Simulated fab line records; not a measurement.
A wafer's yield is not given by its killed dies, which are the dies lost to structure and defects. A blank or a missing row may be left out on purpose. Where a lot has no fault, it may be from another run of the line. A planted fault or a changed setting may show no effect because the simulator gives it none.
Which tool did it?	flow gf180mcu	11 lots, 32 wafers sampled, at 3 steps of a route of 602

WHAT THE GAUGES SHOWED, per wafer
GF_VT_IMPLANT_OVL_MEAS_18.
lot	measured	on	VT_IMPLANT_01_OVL (nm)
L813	day 6 08:15	overlay-01	-1.0 -0.6 -2.4
L814	day 6 13:33	overlay-02	0.8 0.4 0.6
L815	day 6 18:19	overlay-01	-0.1 -1.8 -1.4
L816	day 7 02:18	overlay-02	-0.9 -2.5 -2.1
L817	day 7 10:55	overlay-02	-1.3 -4.2 -1.5
L818	day 7 15:41	overlay-02	-1.3 -0.9 -0.9
L826	day 9 18:54	overlay-02	2.3 -1.9 -0.5
L827	day 10 00:37	overlay-02	-1.8 -2.2
L828	day 10 07:21	overlay-02	0.7 1.7 1.2
L829	day 10 13:21	overlay-02	-0.8 -1.2 0.3
L836	day 12 09:46	overlay-02	-0.5 -1.4 -2.0

EACH LOT AND THE TOOL THAT RAN IT (in order: tool; ch and the chambers of the sampled wafers; start)
lot	GF_STI_ETCH_14	GF_STI_STRIP_15
L813	rieSi-01 ch 0,2,3, day 2 01:37	plasmaAsher-04 ch 0,1, day 2 01:41
L814	rieSi-01 ch 2,3, day 2 06:46	plasmaAsher-02 ch 0, day 2 06:50
L815	rieSi-02 ch 1,2,3, day 2 11:57	plasmaAsher-02 ch 0,1, day 2 12:03
L816	rieSi-01 ch 1,3, day 2 16:54	plasmaAsher-02 ch 0,1, day 2 16:58
L817	rieSi-02 ch 0,2, day 2 23:00	plasmaAsher-04 ch 0,1, day 2 23:04
L818	rieSi-02 ch 0,1,2, day 3 03:48	plasmaAsher-01 ch 0,1, day 3 03:52
L826	rieSi-02 ch 0,2,3, day 4 21:05	plasmaAsher-01 ch 0,1, day 4 21:10
L827	rieSi-02 ch 0,1, day 5 02:20	plasmaAsher-01 ch 0,1, day 5 02:27
L828	rieSi-01 ch 0,3, day 5 06:20	plasmaAsher-04 ch 0,1, day 5 06:25
L829	rieSi-01 ch 0,2,3, day 5 12:20	plasmaAsher-01 ch 0,1, day 5 12:25
L836	rieSi-01 ch 1,2,3, day 6 23:08	plasmaAsher-01 ch 0,1, day 6 23:15
- GF_STI_ETCH_14: etches Si in HBr/Cl2/O2, target depth 360 nm, time 102.9 s.
- GF_STI_STRIP_15: strips in O2/N2.

THE ANSWER, worked out from the rows above alone
Rule: usual is defined by the lots themselves. Put in order of their means at a reading, lots are off if they are a third of the lots or fewer, leave a main group of 4 or more, and stand apart from it by a gap of 3 or more times the standard deviation of the main group's means; of several such gaps the widest counts. A main group is skipped when, at the precision printed for the reading in the tables above, its means are all equal. Also off: a lot with no number at a reading for which 4 or more lots have one. Any other lot the step has rows for is counted as sound.
No lot is off on any of the readings shown, so nothing can be concluded from this.

WHAT THE SIMULATOR HAD PUT IN
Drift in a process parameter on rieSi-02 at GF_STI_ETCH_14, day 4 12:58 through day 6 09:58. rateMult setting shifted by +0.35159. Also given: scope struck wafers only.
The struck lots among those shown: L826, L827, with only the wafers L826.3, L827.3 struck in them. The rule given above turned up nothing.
